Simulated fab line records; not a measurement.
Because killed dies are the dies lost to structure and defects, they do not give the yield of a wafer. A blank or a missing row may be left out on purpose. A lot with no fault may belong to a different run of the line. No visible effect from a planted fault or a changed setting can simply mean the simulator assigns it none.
Which of the tools did it?	flow gf180mcu	6 lots, 18 wafers sampled, at 2 steps of a route of 602

== WHAT THE GAUGES SHOWED, per wafer ==
GF_V5_RS_MEAS_24: the measuring method here is four-point-probe.
lot	measured	on	V5_W_RS (ohm/sq)
L854	day 27 07:55	filmMetro-04	0.334 0.336 0.333
L860	day 29 11:07	filmMetro-02	0.330 0.332 0.329
L862	day 30 05:04	filmMetro-04	0.338 0.341 0.339
L863	day 30 19:15	filmMetro-01	0.328 0.333 0.331
L866	day 31 05:15	filmMetro-04	0.330 0.323 0.326
L873	day 33 00:35	filmMetro-01	0.334 0.337 0.335

== EACH LOT AND THE TOOL THAT RAN IT (in order: tool; ch and the chambers of the sampled wafers; start) ==
lot	GF_V5_SPUTTER_21
L854	pvdSputter-04, day 27 07:40
L860	pvdSputter-02, day 29 10:52
L862	pvdSputter-04, day 30 04:49
L863	pvdSputter-02, day 30 19:01
L866	pvdSputter-02, day 31 05:02
L873	pvdSputter-01, day 33 00:23
- GF_V5_SPUTTER_21: material Ti, target thk 15 nm, time 80.02 s.

== THE ANSWER, worked out from the rows above alone ==
Rule: the lots themselves supply what counts as usual. Put in order of their means at a reading, lots are off if they are a third of the lots or fewer, leave a main group of 4 or more, and stand apart from it by a gap of 3 or more times the standard deviation of the main group's means; of several such gaps the widest counts. Not used: any main group whose means are identical at the precision the tables above print for the reading. A lot without any number at a reading at which 4 lots or more have one is off too. All remaining lots with rows at the step are treated as sound.
No lot is off on any of the readings shown, so nothing can be concluded from this.

== WHAT THE SIMULATOR PUT IN ==
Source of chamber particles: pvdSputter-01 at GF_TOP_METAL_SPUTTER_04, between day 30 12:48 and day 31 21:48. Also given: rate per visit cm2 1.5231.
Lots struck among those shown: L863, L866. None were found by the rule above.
